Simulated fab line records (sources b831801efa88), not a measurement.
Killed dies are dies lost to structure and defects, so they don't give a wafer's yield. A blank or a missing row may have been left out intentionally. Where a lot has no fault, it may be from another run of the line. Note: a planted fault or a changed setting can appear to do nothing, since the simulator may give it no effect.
A lot that was struck, set against a sound lot	flow sky130	45 out of 708 route steps
Sound: these wafers, L481.1, L481.2, L481.4. Struck: wafer L501.3 (L501.2, L501.5, from the same lot, were not struck and are left out); the cause is given at the end.
Order at every step that has rows: each side's tool, ch and its chambers, its first start. Under that, the readings that differ: sound wafers	struck wafers	difference of the means	sigmas: that difference in standard deviations of wafers without a fault.
alike: same words and numbers on both sides, and readings whose means sit less than 2 such deviations apart. not compared: any withheld reading, any reading some wafer has no value for, any bound like >300 that may hide the same value, and any number with overlapping values for which the record gives no deviation.
The two part at a step that has a row with sigmas, a row that says differs or no value, or rows on one side only. Numbers that don't overlap but have no deviation are shown without sigmas and don't part them. A reading that every wafer of one side lacks parts them only if that side has two wafers or more.

SKY_SONOS_ONO_THK_MEAS_03:
  sound: filmMetro-01 at day 11 16:35; struck: filmMetro-01 at day 18 04:00
  alike: SONOS_ONO_CVD_02_THK
then, 1 step without rows for these wafers: SKY_SONOS_ONO_CVD_04 (deposits SiO2 from SiH4/N2O, target thk 5.7199 nm).
SKY_SONOS_ONO_THK_MEAS_05:
  sound: filmMetro-01 at day 11 17:54; struck: filmMetro-01 at day 18 05:19
  alike: SONOS_ONO_CVD_04_THK
then, 7 steps without rows for these wafers: SKY_SONOS_ONO_DEHYDRATE_06 (time 60 s); SKY_SONOS_ONO_HMDS_07 (prime time 60 s); SKY_SONOS_ONO_COAT_08 (resist thk 1140 nm); SKY_SONOS_ONO_SOFTBAKE_09 (time 60 s); SKY_SONOS_ONO_EXPOSE_10 (exposes mask ONOM, target cd 410 nm); SKY_SONOS_ONO_PEB_11; SKY_SONOS_ONO_DEVELOP_12 (develop time 60 s).
SKY_SONOS_ONO_CD_MEAS_13 targets a cd of 410 nm.
  sound: cdSem-01 at day 12 17:48; struck: cdSem-01 at day 19 11:13
  alike: cdNm
SKY_SONOS_ONO_OVL_MEAS_14:
  sound: overlay-01 at day 12 17:55; struck: overlay-02 at day 19 11:19
  alike: SONOS_ONO_OVL
SKY_SONOS_ONO_ETCH_15: etches the open film in CHF3/O2, target depth 19.52 nm, time 7.8 s.
  sound on rieDiel-03 ch 0,2,3, day 12 17:57; struck on rieDiel-02 ch 0, day 19 11:21
reading	sound	struck	difference	sigmas
oesProductAu (a.u.)	1.001 1.019 1.013	0.991	-0.020	-2
model.etch.depthNm (nm)	19.83 20.21 19.85	30.04	+10.08	
model.SONOS_ONO.featureDepthNm (nm)	19.83 20.21 19.85	30.04	+10.08	
model.NOVOLAK_of_SONOS_ONO_COAT_08.thkNm (nm)	1128 1124 1126	1116	-10	
  alike: drypumpMotorCurrentA, throttleValvePct
  not compared: rfHoursCounterH
then, 1 step without rows for these wafers: SKY_SONOS_ONO_WET_ETCH_16 (etches SiO2 in dHF, target depth 14 nm, time 280 s).
SKY_SONOS_ONO_STRIP_17: strips in O2/N2.
  sound on plasmaAsher-02 ch 0,1, day 12 18:04; struck on plasmaAsher-01 ch 0, day 19 11:28
reading	sound	struck	difference	sigmas
oesProductAu (a.u.)	0.703 0.711 0.722	0.702	-0.010	-2
stripTimeToEndpointS (s)	14.16 14.11 14.12	14.00	-0.13	-4
  alike: drypumpMotorCurrentA
  not compared: rfHoursCounterH
then, 3 steps without rows for these wafers: SKY_SONOS_ONO_WET_ETCH_18 (etches Si3N4 in H3PO4, target depth 15 nm, time 172 s); SKY_GATE_OXIDE_CLEAN_00 (cleans in SC1/SC2, time 150 s); SKY_GATE_OXIDE_OXIDATION_01 (stabilise 600 s, purge 300 s, target thk 10.268 nm).
SKY_GATE_OXIDE_THK_MEAS_02:
  sound: filmMetro-03 at day 12 21:17; struck: filmMetro-03 at day 19 13:05
  alike: GATE_OXIDE_OXIDATION_00_THK
then, 7 steps without rows for these wafers: SKY_GATE_OXIDE_DEHYDRATE_03 (time 60 s); SKY_GATE_OXIDE_HMDS_04 (prime time 60 s); SKY_GATE_OXIDE_COAT_05 (resist thk 1140 nm); SKY_GATE_OXIDE_SOFTBAKE_06 (time 60 s); SKY_GATE_OXIDE_EXPOSE_07 (exposes mask LVOM, target cd 600 nm); SKY_GATE_OXIDE_PEB_08; SKY_GATE_OXIDE_DEVELOP_09 (develop time 60 s).
SKY_GATE_OXIDE_OVL_MEAS_10:
  sound: overlay-01 at day 13 22:34; struck: overlay-01 at day 20 19:09
  alike: GATE_OXIDE_OVL
then, 2 steps without rows for these wafers: SKY_GATE_OXIDE_IMPLANT_11; SKY_GATE_OXIDE_WET_ETCH_12 (etches SiO2 in dHF, target depth 16.8 nm, time 336 s).
SKY_GATE_OXIDE_STRIP_13: strips in O2/N2.
  sound on plasmaAsher-02 ch 0,1, day 13 22:52; struck on plasmaAsher-02 ch 0, day 20 19:26
  alike: drypumpMotorCurrentA, oesProductAu, stripTimeToEndpointS
  not compared: rfHoursCounterH
SKY_GATE_OXIDE_TW_MEAS_14:
  sound: filmMetro-04 at day 13 22:58; struck: filmMetro-03 at day 20 19:32
  alike: GATE_OXIDE_TW
then, 3 steps without rows for these wafers: SKY_GATE_OXIDE_CLEAN_15 (cleans in SC1/SC2, time 150 s); SKY_GATE_OXIDE_OXIDATION_16 (stabilise 600 s, purge 300 s, target thk 3.57 nm); SKY_POLY_GATE_CVD_00 (deposits poly-Si, target thk 180 nm, time 720 s).
SKY_POLY_GATE_THK_MEAS_01:
  sound: filmMetro-04 at day 14 02:52; struck: filmMetro-01 at day 20 22:23
  alike: POLY_GATE_CVD_00_THK
then, 3 steps without rows for these wafers: SKY_RES_PROTECT_DEHYDRATE_00 (time 60 s); SKY_RES_PROTECT_HMDS_01 (prime time 60 s); SKY_RES_PROTECT_COAT_02 (resist thk 1140 nm).
SKY_RES_PROTECT_SOFTBAKE_03: time 62.71 s.
  sound on lithoTrack-01 ch 0, day 14 15:48; struck on lithoTrack-01 ch 0, day 21 14:13
  alike: heaterPowerTotalW, plateSensorTCentreC, plateSensorTEdgeC
then, 3 steps without rows for these wafers: SKY_RES_PROTECT_EXPOSE_04 (exposes mask RPM, target cd 1270 nm); SKY_RES_PROTECT_PEB_05; SKY_RES_PROTECT_DEVELOP_06 (develop time 60 s).
-- the record jumps here: 8 days lie between the struck wafers' starts before and after (it left off in module RES_PROTECT and takes up again in module SPACER, whose first step shown is number 306 of the route) --
SKY_SPACER_ETCHBACK_02: etches Si3N4 in CH3F/O2, stops on SiO2, time 46.7 s, target depth 45 nm.
  sound on rieDiel-04 ch 0,2,3, day 22 22:48; struck on rieDiel-04 ch 2, day 29 20:35
reading	sound	struck	difference	sigmas
model.SiO2_of_FIELD_ISO_CVD_24.thkNm (nm)	359.7 358.6 360	356.9	-2.5	
  alike: drypumpMotorCurrentA, oesProductAu, throttleValvePct
  not compared: rfHoursCounterH
-- the record jumps here: 5 days lie between the struck wafers' starts before and after (it left off in module SPACER and takes up again in module SALICIDE, whose first step shown is number 361 of the route) --
SKY_SALICIDE_CLEAN_00: cleans in HF-last, time 30 s.
  sound on wetBench-01 ch 1, day 27 22:23; struck on wetBench-03 ch 2, day 34 10:38
reading	sound	struck	difference	sigmas
model.SiO2_of_FIELD_ISO_CVD_24.thkNm (nm)	357.6 356.4 357.8	354.8	-2.5	
-- the record jumps here: 16 days lie between the struck wafers' starts before and after (it left off in module SALICIDE and takes up again in module PAD_OPEN, whose first step shown is number 708 of the route) --
SKY_PAD_OPEN_PROBE_99:
  sound: prober-01 at day 45 18:53; struck: prober-01 at day 50 09:14
reading	sound	struck	difference	sigmas
model.etest.capPolyToWell.cAfUm2	94.29 96.79 94.04	99.19	+4.15	
  alike: killed_at_M0_to_M3, killed_at_M4_up, killedAtContacts, killedAtFrontEnd, killedAtOther, killedDies, killedOpen, killedShort

== WHERE THEY PART ==
Earliest at SKY_SONOS_ONO_ETCH_15; latest, in this record, at SKY_SONOS_ONO_STRIP_17. Later steps at which nothing parts them and some readings are alike: SKY_GATE_OXIDE_THK_MEAS_02, SKY_GATE_OXIDE_OVL_MEAS_10, SKY_GATE_OXIDE_STRIP_13, SKY_GATE_OXIDE_TW_MEAS_14, SKY_POLY_GATE_THK_MEAS_01, SKY_RES_PROTECT_SOFTBAKE_03, SKY_SPACER_ETCHBACK_02, SKY_PAD_OPEN_PROBE_99.

WHY: whatever the simulator had introduced
rieDiel-02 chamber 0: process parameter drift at SKY_SONOS_ONO_ETCH_15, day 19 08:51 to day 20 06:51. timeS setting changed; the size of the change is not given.
